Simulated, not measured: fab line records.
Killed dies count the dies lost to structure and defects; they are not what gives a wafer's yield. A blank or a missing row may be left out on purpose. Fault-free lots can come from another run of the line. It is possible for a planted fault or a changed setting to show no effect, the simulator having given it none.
fab line records -- flow gf180mcu
record: lots: 5, wafers: 15, last-day: 33
route steps=602 shown V3@452 M4@456
lots that met no fault: taken from a fault-free run of the same line
start-h: hours from the record's first day to the start of the lot's first wafer shown -- wait-h: hours since the lot's step before -- " as in the row above -- L1.1+2: a single row standing in for several wafers -- - no value present, or no start provided -- * or withheld: withheld -- < > ~ a bound
route shown NAME@n: names a module that has steps shown in the file, with the first one's number in the route -- usual: mean and standard deviation over wafers with no fault -- same: alike in all rows -- chamber/n: place in a boat -- sites: readings site by site -- _std_site: how widely they spread, as a standard deviation -- _edge_site: mean of outer sites minus mean of inner sites -- radius-mm: for every site, how far away it sits from the centre of the wafer -- mask NAME#n: copy n -- behind: the most recent tool/chamber to have shaped the wafer -- hold: what put the lot on hold/how long, in hours/how the hold closed -- device: the transistor (n, p or np) that didn't switch -- end of line: the tests these same wafers got at the end of their route -- a step without rows: its recipe alone -- killed: at the first sort, the dies lost to defects and structure; wafer yield is something else -- map: a wafer's dies, x killed, . not, _ none there
set.NAME: the setting the step ran with; set.NAME@STEP: the setting that earlier step ran with -- model.NAME: the simulator's own value behind a step, which no gauge read
certain route steps with their lots: each step a table, each wafer a row
services: from which hour (start-h, from the record's first day; less than 0 if before it) a tool's chamber was out of use, for how many hours, and why
== steps ==
step: GF_V3_CVD_23
recipe: material: W, target-thk-nm: 350, time-s: 104.9, temp-c: 400, pressure-torr: 40
usual: chamber-pressure-Torr: 39.98/0.089, heater-power-w: 790/110
same: time-s: 104.9
lot.wafer,tool,chamber,start-h,wait-h,chamber-pressure-Torr,heater-power-w,since-wet-clean-h
L077.4,cvd-w-01,1,537.01,0.1,39.80,742,-
L077.5,cvd-w-01,1,537.01,0.1,40.14,719,-
L077.6,cvd-w-01,0,537.01,0.1,39.90,723,-
L078.2,cvd-w-02,0,545.81,0.0,39.99,704,642
L078.3,cvd-w-02,0,545.81,0.0,39.86,709,-
L078.6,cvd-w-02,1,545.81,0.0,39.87,966,-
L089.2,cvd-w-02,0,638.22,0.0,39.98,699,734
L089.4,cvd-w-02,0,638.22,0.0,40.00,726,-
L089.6,cvd-w-02,0,638.22,0.0,39.95,703,-
L090.1,cvd-w-02,1,644.02,0.0,39.98,984,740
L090.2,cvd-w-02,0,644.02,0.0,39.98,725,740
L090.4,cvd-w-02,1,644.02,0.0,39.79,972,-
L094.3,cvd-w-01,1,671.03,0.1,39.99,738,-
L094.4,cvd-w-01,0,671.03,0.1,40.03,737,-
L094.5,cvd-w-01,1,671.03,0.1,40.01,761,-
step: GF_V3_RS_MEAS_24
recipe: thk-meas-gauge: four-point-probe, reads: W_of_V3_CVD_23+TiN_of_V3_SPUTTER_22+Ti_of_V3_SPUTTER_21
usual: V3_W_RS: 0.328/0.0038
lot.wafer,tool,chamber,start-h,wait-h,V3_W_RS[ohm/sq]
L077.4,film-metro-02,-,537.14,0.1,0.328
L077.5,film-metro-02,-,537.14,0.1,0.329
L077.6,film-metro-02,-,537.14,0.1,0.329
L078.2,film-metro-03,-,545.94,0.1,0.325
L078.3,film-metro-03,-,545.94,0.1,0.326
L078.6,film-metro-03,-,545.94,0.1,0.326
L089.2,film-metro-01,-,638.35,0.1,0.330
L089.4,film-metro-01,-,638.35,0.1,0.324
L089.6,film-metro-01,-,638.35,0.1,0.326
L090.1,film-metro-03,-,644.13,0.1,0.325
L090.2,film-metro-03,-,644.13,0.1,0.331
L090.4,film-metro-03,-,644.13,0.1,0.328
L094.3,film-metro-03,-,671.15,0.1,0.334
L094.4,film-metro-03,-,671.15,0.1,0.329
L094.5,film-metro-03,-,671.15,0.1,0.329
step: GF_V3_THK_MEAS_25
recipe: thk-meas-gauge: xrf, reads: W_of_V3_CVD_23
usual: V3_W_THK: 347/4.4
lot.wafer,tool,chamber,start-h,wait-h,V3_W_THK[nm]
L077.4,film-metro-02,-,537.23,0.1,349
L077.5,film-metro-02,-,537.23,0.1,347
L077.6,film-metro-02,-,537.23,0.1,347
L078.2,film-metro-03,-,546.05,0.1,350
L078.3,film-metro-03,-,546.05,0.1,350
L078.6,film-metro-03,-,546.05,0.1,349
L089.2,film-metro-01,-,638.46,0.1,339
L089.4,film-metro-01,-,638.46,0.1,345
L089.6,film-metro-01,-,638.46,0.1,344
L090.1,film-metro-03,-,644.25,0.1,350
L090.2,film-metro-03,-,644.25,0.1,344
L090.4,film-metro-03,-,644.25,0.1,347
L094.3,film-metro-03,-,671.25,0.1,339
L094.4,film-metro-03,-,671.25,0.1,343
L094.5,film-metro-03,-,671.25,0.1,341
step: GF_V3_CMP_26
recipe: stop-on: SiO2, down-force-psi: 3.5, platen-rpm: 60, t-overpolish-s: 15, target-thk-nm: 0, pad-velocity-m-s: 0.94248
usual: motor-current-A: 11.9/0.82, overpolish-run-s: 15.000/0.0092, time-to-endpoint-s: 85/3.3
lot.wafer,tool,chamber,start-h,wait-h,motor-current-A,overpolish-run-s,time-to-endpoint-s
L077.4,cmp-01,2,537.41,0.2,10.6,15.002,83
L077.5,cmp-01,3,537.41,0.2,13.5,15.004,79
L077.6,cmp-01,0,537.41,0.2,11.1,14.990,83
L078.2,cmp-01,3,546.10,0.0,13.3,15.008,82
L078.3,cmp-01,2,546.10,0.0,10.7,14.997,90
L078.6,cmp-01,3,546.10,0.0,13.3,14.997,84
L089.4,cmp-02,0,638.51,0.0,11.8,15.000,92
L089.2,cmp-02,2,638.51,0.0,12.3,14.997,90
L089.6,cmp-02,0,638.51,0.0,11.5,14.997,91
L090.1,cmp-02,2,644.31,0.1,11.7,15.004,85
L090.2,cmp-02,3,644.31,0.1,13.5,15.006,83
L090.4,cmp-02,0,644.31,0.1,12.0,14.990,87
L094.3,cmp-01,2,671.39,0.1,11.0,15.000,87
L094.4,cmp-01,3,671.39,0.1,13.0,15.003,84
L094.5,cmp-01,1,671.39,0.1,11.7,15.005,78
step: GF_M4_SPUTTER_00
recipe: material: Ti, target-thk-nm: 37.5, arriving-ion-energy-ev: 80, substrate-temp-c: 200, chamber-pressure-pa: 2, power-w: 4000, time-s: 150
usual: throttle-valve-pct: 30.1/0.99
same: time-s: 150
lot.wafer,tool,chamber,start-h,wait-h,throttle-valve-pct
L077.4,pvd-sputter-01,-,537.56,0.1,29.5
L077.5,pvd-sputter-01,-,537.56,0.1,29.8
L077.6,pvd-sputter-01,-,537.56,0.1,29.4
L078.2,pvd-sputter-01,-,546.40,0.2,30.2
L078.3,pvd-sputter-01,-,546.40,0.2,29.6
L078.6,pvd-sputter-01,-,546.40,0.2,29.4
L089.2,pvd-sputter-01,-,638.81,0.1,30.2
L089.4,pvd-sputter-01,-,638.81,0.1,29.9
L089.6,pvd-sputter-01,-,638.81,0.1,30.1
L090.1,pvd-sputter-01,-,644.61,0.2,31.6
L090.2,pvd-sputter-01,-,644.61,0.2,30.1
L090.4,pvd-sputter-01,-,644.61,0.2,30.2
L094.3,pvd-sputter-04,-,671.59,0.1,28.4
L094.4,pvd-sputter-04,-,671.59,0.1,28.6
L094.5,pvd-sputter-04,-,671.59,0.1,28.5
step: GF_M4_SPUTTER_01
recipe: material: TiN, target-thk-nm: 30, power-w: 6500, time-s: 25, chamber-pressure-pa: 0.4
usual: throttle-valve-pct: 30.1/0.97
same: time-s: 25
lot.wafer,tool,chamber,start-h,wait-h,throttle-valve-pct
L077.4,pvd-sputter-01,-,537.66,0.1,29.6
L077.5,pvd-sputter-01,-,537.66,0.1,30.1
L077.6,pvd-sputter-01,-,537.66,0.1,29.3
L078.2,pvd-sputter-01,-,546.50,0.1,30.1
L078.3,pvd-sputter-01,-,546.50,0.1,29.4
L078.6,pvd-sputter-01,-,546.50,0.1,29.5
L089.2,pvd-sputter-01,-,638.91,0.1,30.7
L089.4,pvd-sputter-01,-,638.91,0.1,29.9
L089.6,pvd-sputter-01,-,638.91,0.1,30.2
L090.1,pvd-sputter-01,-,644.71,0.1,31.3
L090.2,pvd-sputter-01,-,644.71,0.1,30.1
L090.4,pvd-sputter-01,-,644.71,0.1,30.8
L094.3,pvd-sputter-04,-,671.69,0.1,28.5
L094.4,pvd-sputter-04,-,671.69,0.1,28.9
L094.5,pvd-sputter-04,-,671.69,0.1,28.7
step: GF_M4_SPUTTER_02
recipe: material: AlCu, target-thk-nm: 450, power-w: 10600, time-s: 23.9, chamber-pressure-pa: 0.4
usual: throttle-valve-pct: 30.1/1
same: time-s: 23.9
lot.wafer,tool,chamber,start-h,wait-h,throttle-valve-pct
L077.4,pvd-sputter-01,-,537.69,0.0,29.5
L077.5,pvd-sputter-01,-,537.69,0.0,30.2
L077.6,pvd-sputter-01,-,537.69,0.0,29.6
L078.2,pvd-sputter-01,-,546.53,0.0,30.3
L078.3,pvd-sputter-01,-,546.53,0.0,29.7
L078.6,pvd-sputter-01,-,546.53,0.0,29.2
L089.2,pvd-sputter-01,-,638.94,0.0,30.2
L089.4,pvd-sputter-01,-,638.94,0.0,30.2
L089.6,pvd-sputter-01,-,638.94,0.0,30.2
L090.1,pvd-sputter-01,-,644.74,0.0,31.3
L090.2,pvd-sputter-01,-,644.74,0.0,29.8
L090.4,pvd-sputter-01,-,644.74,0.0,30.3
L094.3,pvd-sputter-04,-,671.72,0.0,28.6
L094.4,pvd-sputter-04,-,671.72,0.0,28.6
L094.5,pvd-sputter-04,-,671.72,0.0,28.3
step: GF_M4_SPUTTER_03
recipe: material: Ti, target-thk-nm: 10, substrate-temp-c: 300, chamber-pressure-pa: 0.3, power-w: 3000, time-s: 6.439
usual: throttle-valve-pct: 30.1/1
same: time-s: 6.439
lot.wafer,tool,chamber,start-h,wait-h,throttle-valve-pct
L077.4,pvd-sputter-01,-,537.72,0.0,29.3
L077.5,pvd-sputter-01,-,537.72,0.0,29.8
L077.6,pvd-sputter-01,-,537.72,0.0,29.2
L078.2,pvd-sputter-01,-,546.56,0.0,30.2
L078.3,pvd-sputter-01,-,546.56,0.0,29.3
L078.6,pvd-sputter-01,-,546.56,0.0,29.2
L089.2,pvd-sputter-01,-,638.97,0.0,30.3
L089.4,pvd-sputter-01,-,638.97,0.0,29.7
L089.6,pvd-sputter-01,-,638.97,0.0,30.2
L090.1,pvd-sputter-01,-,644.77,0.0,31.6
L090.2,pvd-sputter-01,-,644.77,0.0,30.0
L090.4,pvd-sputter-01,-,644.77,0.0,30.4
L094.3,pvd-sputter-04,-,671.75,0.0,28.5
L094.4,pvd-sputter-04,-,671.75,0.0,28.6
L094.5,pvd-sputter-04,-,671.75,0.0,28.5
step: GF_M4_SPUTTER_04
recipe: material: TiN, target-thk-nm: 50, power-w: 6500, time-s: 41.7, chamber-pressure-pa: 0.4
usual: throttle-valve-pct: 30.1/1
same: time-s: 41.7
lot.wafer,tool,chamber,start-h,wait-h,throttle-valve-pct
L077.4,pvd-sputter-01,-,537.74,0.0,29.5
L077.5,pvd-sputter-01,-,537.74,0.0,30.1
L077.6,pvd-sputter-01,-,537.74,0.0,29.6
L078.2,pvd-sputter-01,-,546.58,0.0,30.2
L078.3,pvd-sputter-01,-,546.58,0.0,29.5
L078.6,pvd-sputter-01,-,546.58,0.0,29.4
L089.2,pvd-sputter-01,-,638.99,0.0,30.3
L089.4,pvd-sputter-01,-,638.99,0.0,29.7
L089.6,pvd-sputter-01,-,638.99,0.0,30.0
L090.1,pvd-sputter-01,-,644.79,0.0,31.7
L090.2,pvd-sputter-01,-,644.79,0.0,30.3
L090.4,pvd-sputter-01,-,644.79,0.0,30.1
L094.3,pvd-sputter-04,-,671.77,0.0,28.5
L094.4,pvd-sputter-04,-,671.77,0.0,28.7
L094.5,pvd-sputter-04,-,671.77,0.0,28.3
step: GF_M4_RS_MEAS_05
recipe: thk-meas-gauge: four-point-probe, reads: TiN_of_M4_SPUTTER_04+Ti_of_M4_SPUTTER_03+AlCu_of_M4_SPUTTER_02+TiN_of_M4_SPUTTER_01+Ti_of_M4_SPUTTER_00
usual: M4_ALCU_RS: 0.0696/0.00063
lot.wafer,tool,chamber,start-h,wait-h,M4_ALCU_RS[ohm/sq]
L077.4,film-metro-03,-,537.84,0.1,0.0698
L077.5,film-metro-03,-,537.84,0.1,0.0699
L077.6,film-metro-03,-,537.84,0.1,0.0701
L078.2,film-metro-03,-,546.64,0.0,0.0704
L078.3,film-metro-03,-,546.64,0.0,0.0698
L078.6,film-metro-03,-,546.64,0.0,0.0705
L089.2,film-metro-03,-,639.05,0.0,0.0701
L089.4,film-metro-03,-,639.05,0.0,0.0697
L089.6,film-metro-03,-,639.05,0.0,0.0692
L090.1,film-metro-03,-,644.83,0.0,0.0696
L090.2,film-metro-03,-,644.83,0.0,0.0697
L090.4,film-metro-03,-,644.83,0.0,0.0694
L094.3,film-metro-03,-,671.85,0.1,0.0686
L094.4,film-metro-03,-,671.85,0.1,0.0698
L094.5,film-metro-03,-,671.85,0.1,0.0686
step: GF_M4_THK_MEAS_06
recipe: thk-meas-gauge: xrf, reads: AlCu_of_M4_SPUTTER_02
usual: M4_ALCU_THK: 451/4.3
lot.wafer,tool,chamber,start-h,wait-h,M4_ALCU_THK[nm]
L077.4,film-metro-03,-,537.93,0.1,452
L077.5,film-metro-03,-,537.93,0.1,450
L077.6,film-metro-03,-,537.93,0.1,447
L078.2,film-metro-03,-,546.75,0.1,447
L078.3,film-metro-03,-,546.75,0.1,452
L078.6,film-metro-03,-,546.75,0.1,446
L089.2,film-metro-03,-,639.16,0.1,446
L089.4,film-metro-03,-,639.16,0.1,451
L089.6,film-metro-03,-,639.16,0.1,452
L090.1,film-metro-03,-,644.95,0.1,449
L090.2,film-metro-03,-,644.95,0.1,453
L090.4,film-metro-03,-,644.95,0.1,451
L094.3,film-metro-03,-,671.95,0.1,457
L094.4,film-metro-03,-,671.95,0.1,446
L094.5,film-metro-03,-,671.95,0.1,456
step: GF_M4_DEHYDRATE_07
recipe: temp-c: 200, time-s: 60
same: time-s: 60
lot.wafer,tool,chamber,start-h,wait-h
L077.4+5+6,litho-track-04,0,548.95,11.0
L078.2+3+6,litho-track-02,0,556.87,10.1
L089.2+4+6,litho-track-03,0,648.31,9.1
L090.1+2+4,litho-track-02,0,653.94,9.0
L094.3+4+5,litho-track-04,0,680.83,8.9
step: GF_M4_HMDS_08
recipe: prime-time-s: 60, prime-temp-c: 120
usual: prime-temp-c: 119.99/0.14
same: prime-time-s: 60
lot.wafer,tool,chamber,start-h,wait-h,prime-temp-c
L077.4,litho-track-04,0,549.10,0.1,120.22
L077.5,litho-track-04,0,549.10,0.1,120.08
L077.6,litho-track-04,0,549.10,0.1,119.98
L078.2,litho-track-02,0,557.02,0.1,119.93
L078.3,litho-track-02,0,557.02,0.1,119.83
L078.6,litho-track-02,0,557.02,0.1,119.94
L089.2,litho-track-03,0,648.46,0.1,119.72
L089.4,litho-track-03,0,648.46,0.1,119.92
L089.6,litho-track-03,0,648.46,0.1,119.89
L090.1,litho-track-02,0,654.09,0.1,119.56
L090.2,litho-track-02,0,654.09,0.1,119.77
L090.4,litho-track-02,0,654.09,0.1,119.75
L094.3,litho-track-04,0,680.98,0.1,120.00
L094.4,litho-track-04,0,680.98,0.1,120.09
L094.5,litho-track-04,0,680.98,0.1,119.95
step: GF_M4_COAT_09
recipe: resist: KrF, spin-rpm: withheld, resist-thk-nm: 1000
lot.wafer,tool,chamber,start-h,wait-h
L077.4+5+6,litho-track-04,0,549.25,0.1
L078.2+3+6,litho-track-02,0,557.17,0.1
L089.2+4+6,litho-track-03,0,648.61,0.1
L090.1+2+4,litho-track-02,0,654.24,0.1
L094.3+4+5,litho-track-04,0,681.13,0.1
step: GF_M4_SOFTBAKE_10
recipe: temp-c: 130, time-s: 60, resist: KrF
same: time-s: 60
lot.wafer,tool,chamber,start-h,wait-h
L077.4+5+6,litho-track-04,0,549.40,0.1
L078.2+3+6,litho-track-02,0,557.32,0.1
L089.2+4+6,litho-track-03,0,648.76,0.1
L090.1+2+4,litho-track-02,0,654.39,0.1
L094.3+4+5,litho-track-04,0,681.28,0.1
step: GF_M4_EXPOSE_11
recipe: mask-id: Metal4, target-cd-nm: 280, na: 0.68, source-shape: conventional, sigma-outer: 0.6, dose-mj: 28
usual: focus-offset-nm: -0.1/0.49
lot.wafer,tool,chamber,start-h,wait-h,mask,focus-offset-nm
L077.4,krf-scanner-02,0,-,-,Metal4#0,-0.4
L077.5,krf-scanner-02,0,-,-,Metal4#0,0.3
L077.6,krf-scanner-02,0,-,-,Metal4#0,0.3
L078.2,krf-scanner-02,0,-,-,Metal4#0,0.9
L078.3,krf-scanner-02,0,-,-,Metal4#0,0.6
L078.6,krf-scanner-02,0,-,-,Metal4#0,0.1
L089.2,krf-scanner-02,0,-,-,Metal4#0,0.4
L089.4,krf-scanner-02,0,-,-,Metal4#0,0.4
L089.6,krf-scanner-02,0,-,-,Metal4#0,0.0
L090.1,krf-scanner-02,0,-,-,Metal4#0,0.0
L090.2,krf-scanner-02,0,-,-,Metal4#0,0.4
L090.4,krf-scanner-02,0,-,-,Metal4#0,-0.2
L094.3,krf-scanner-02,0,-,-,Metal4#0,-0.5
L094.4,krf-scanner-02,0,-,-,Metal4#0,-1.0
L094.5,krf-scanner-02,0,-,-,Metal4#0,-1.1
step: GF_M4_PEB_12
recipe: peb-temp-c: 135, peb-time-s: 90, resist: KrF
lot.wafer,tool,chamber,start-h,wait-h
L077.4+5+6,litho-track-03,0,-,-
L078.2+3+6,litho-track-03,0,-,-
L089.2+4+6,litho-track-04,0,-,-
L090.1+2+4,litho-track-02,0,-,-
L094.3+4+5,litho-track-03,0,-,-
step: GF_M4_DEVELOP_13
recipe: develop-time-s: 60, dev-temp-c: 21
lot.wafer,tool,chamber,start-h,wait-h
L077.4+5+6,litho-track-03,0,560.26,0.1
L078.2+3+6,litho-track-03,0,568.26,0.2
L089.2+4+6,litho-track-04,0,658.50,0.2
L090.1+2+4,litho-track-02,0,663.79,0.2
L094.3+4+5,litho-track-03,0,690.79,0.1
step: GF_M4_CD_MEAS_14
recipe: target-cd-nm: 280
usual: cd-nm: 280.0/1.3
lot.wafer,tool,chamber,start-h,wait-h,cd-nm
L077.4,cd-sem-02,-,560.40,0.1,279.8
L077.5,cd-sem-02,-,560.40,0.1,281.0
L077.6,cd-sem-02,-,560.40,0.1,280.2
L078.2,cd-sem-02,-,568.41,0.1,280.3
L078.3,cd-sem-02,-,568.41,0.1,280.6
L078.6,cd-sem-02,-,568.41,0.1,280.7
L089.2,cd-sem-01,-,658.65,0.1,281.0
L089.4,cd-sem-01,-,658.65,0.1,281.3
L089.6,cd-sem-01,-,658.65,0.1,281.5
L090.1,cd-sem-02,-,663.94,0.1,279.5
L090.2,cd-sem-02,-,663.94,0.1,280.7
L090.4,cd-sem-02,-,663.94,0.1,279.5
L094.3,cd-sem-01,-,690.93,0.1,278.1
L094.4,cd-sem-01,-,690.93,0.1,278.3
L094.5,cd-sem-01,-,690.93,0.1,279.0
step: GF_M4_OVL_MEAS_15
usual: M4_OVL: -4/5.2
lot.wafer,tool,chamber,start-h,wait-h,M4_OVL[nm]
L077.4,overlay-02,-,560.48,0.1,-7
L077.5,overlay-02,-,560.48,0.1,-9
L077.6,overlay-02,-,560.48,0.1,-3
L078.2,overlay-02,-,568.51,0.1,-2
L078.3,overlay-02,-,568.51,0.1,-6
L078.6,overlay-02,-,568.51,0.1,-1
L089.2,overlay-01,-,658.75,0.1,9
L089.4,overlay-01,-,658.75,0.1,6
L089.6,overlay-01,-,658.75,0.1,4
L090.1,overlay-02,-,664.06,0.1,-6
L090.2,overlay-02,-,664.06,0.1,1
L090.4,overlay-02,-,664.06,0.1,-3
L094.3,overlay-02,-,691.02,0.1,-9
L094.4,overlay-02,-,691.02,0.1,-3
L094.5,overlay-02,-,691.02,0.1,-11
== services ==
tool,chamber,start-h,hours,kind
cmp-01,-,514.46,17.8,repair
krf-scanner-02,-,527.84,1.5,repair
cmp-01,-,533.15,3.4,repair
pvd-sputter-01,-,535.17,1.9,repair
krf-scanner-02,-,550.25,0.8,pm
cvd-w-01,1,564.65,3.8,repair
cmp-02,-,572.00,4.0,pm
cmp-02,-,576.00,-,consumable-replace:conditioner
cmp-02,-,576.00,-,consumable-replace:pad
cmp-02,-,586.80,4.7,repair
pvd-sputter-01,3,594.06,-,consumable-replace:kit
pvd-sputter-01,3,594.06,18.0,scheduled-down
pvd-sputter-01,3,594.06,18.0,vent-cycle
cmp-01,-,605.38,3.5,repair
krf-scanner-02,-,607.51,1.0,pm
krf-scanner-02,-,618.97,1.3,pm
pvd-sputter-04,3,627.29,-,consumable-replace:kit
pvd-sputter-04,3,627.29,18.0,scheduled-down
pvd-sputter-04,3,627.29,18.0,vent-cycle
cvd-w-01,-,628.69,0.3,repair
cvd-w-01,-,639.73,1.1,repair
cmp-02,-,651.51,0.3,repair
cvd-w-01,1,654.34,14.7,repair
cvd-w-01,-,687.62,6.0,pm
== key ==
fault none
